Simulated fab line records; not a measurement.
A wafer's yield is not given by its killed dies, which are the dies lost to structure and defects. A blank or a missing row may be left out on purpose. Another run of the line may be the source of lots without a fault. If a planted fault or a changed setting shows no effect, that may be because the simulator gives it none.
Struck lot and sound lot, side by side / flow gf180mcu / 23 out of 602 route steps
Sound: the wafers L530.3, L530.5, L530.6. The struck wafers were L548.4, L548.5, L548.6. The cause is given at the end.
Per side, at each step with rows, come the tool, then ch with its chambers, and then its first start. Under that, the readings that differ: sound wafers / struck wafers / difference of the means / sigmas: that difference in standard deviations of wafers without a fault.
alike: readings with means less than 2 such deviations apart, plus words and numbers identical on both sides. not compared: withheld readings, readings lacking a value on some wafer, bounds such as >300 that could conceal the same value, and numbers that have no deviation in the record and whose values overlap.
The two part at a step that has a row with sigmas, a row that says differs or no value, or rows on one side only. Non-overlapping numbers with no deviation appear without sigmas and do not part them. A reading missing from all wafers of one side parts the sides only when that side holds two or more wafers.

first, 2 steps without rows for these wafers: GF_HV_LDD_PEB_29; GF_HV_LDD_DEVELOP_30 (develop time 60 s).
GF_HV_LDD_CD_MEAS_31: target cd 400 nm.
  sound on cd-sem-02 at day 11 14:41; struck on cd-sem-01 at day 17 08:37
  alike: cd-nm
GF_HV_LDD_OVL_MEAS_32:
  sound on overlay-01 at day 11 14:47; struck on overlay-01 at day 17 08:41
reading=HV_LDD_02_OVL (nm); sound=4.2 3.2 4.0; struck=-0.6 -0.2 0.3; difference=-4.0; sigmas=-3
then, 4 steps without rows for these wafers: GF_HV_LDD_IMPLANT_33; GF_HV_LDD_IMPLANT_34; GF_HV_LDD_IMPLANT_35; GF_HV_LDD_IMPLANT_36.
GF_HV_LDD_STRIP_37: strips in O2/N2.
  sound on plasma-asher-04 ch 0,1, day 11 15:26; struck on plasma-asher-02 ch 0,1, day 17 09:20
  alike: drypump-motor-current-A, heater-power-w, oes-product-au, strip-time-to-endpoint-s
  not compared: rf-hours-counter-h
GF_HV_LDD_TW_MEAS_38:
  sound on film-metro-04 at day 11 15:32; struck on film-metro-04 at day 17 09:26
  alike: HV_LDD_3_TW
then, 2 steps without rows for these wafers: GF_HV_LDD_DEHYDRATE_39 (time 60 s); GF_HV_LDD_HMDS_40 (prime time 60 s).
GF_HV_LDD_COAT_41: resist thk 1000 nm.
  sound on litho-track-01 ch 0, day 12 00:45; struck on litho-track-01 ch 0, day 17 20:56
reading=spin-speed-rpm (rpm); sound=3000.8 2998.5 3001.4; struck=2797.3 2796.8 2799.5; difference=-202.4; sigmas=-96
reading=model.NOVOLAK_of_HV_LDD_COAT_41.thk-nm (nm); sound=1006 1006 1006; struck=1037 1039 1034; difference=+31; sigmas=
then, 3 steps without rows for these wafers: GF_HV_LDD_SOFTBAKE_42 (time 60 s); GF_HV_LDD_EXPOSE_43 (exposes mask Pplus HV AREA, target cd 400 nm); GF_HV_LDD_PEB_44.
GF_HV_LDD_DEVELOP_45: develop time 60.89 s.
  sound on litho-track-04 ch 0, day 12 10:33; struck on litho-track-04 ch 0, day 18 09:19
reading=model.NOVOLAK_of_HV_LDD_COAT_41.thk-nm (nm); sound=1005 1005 1005; struck=1037 1038 1034; difference=+31; sigmas=
reading=model.HV_LDD.cd-nm (nm); sound=398.8 397.6 396.8; struck=399.4 402.8 399.9; difference=+3.0; sigmas=
GF_HV_LDD_CD_MEAS_46: target cd 400 nm.
  sound on cd-sem-01 at day 12 10:41; struck on cd-sem-01 at day 18 09:28
  alike: cd-nm
GF_HV_LDD_OVL_MEAS_47:
  sound on overlay-02 at day 12 10:47; struck on overlay-02 at day 18 09:32
  alike: HV_LDD_03_OVL
then, 1 step without rows for these wafers: GF_HV_LDD_IMPLANT_48.
GF_HV_LDD_STRIP_49: strips in O2/N2.
  sound on plasma-asher-04 ch 0,1, day 12 10:59; struck on plasma-asher-02 ch 0,1, day 18 09:44
reading=drypump-motor-current-A (A); sound=5.9 5.9 5.9; struck=5.0 5.0 5.6; difference=-0.7; sigmas=-2
reading=strip-time-to-endpoint-s (s); sound=12.68 12.69 12.69; struck=13.00 13.02 12.95; difference=+0.30; sigmas=+9
  alike: heater-power-w, oes-product-au
  not compared: rf-hours-counter-h
GF_HV_LDD_TW_MEAS_50:
  sound on film-metro-03 at day 12 11:05; struck on film-metro-04 at day 18 09:50
  alike: HV_LDD_4_TW
then, 1 step without rows for these wafers: GF_PASSIVATION_PROBE_99.

WHERE THEY PART
First at GF_HV_LDD_OVL_MEAS_32; last, within this record, at GF_HV_LDD_STRIP_49. Later steps at which nothing parts them and some readings are alike: GF_HV_LDD_TW_MEAS_50.

WHY: the cause the simulator had injected
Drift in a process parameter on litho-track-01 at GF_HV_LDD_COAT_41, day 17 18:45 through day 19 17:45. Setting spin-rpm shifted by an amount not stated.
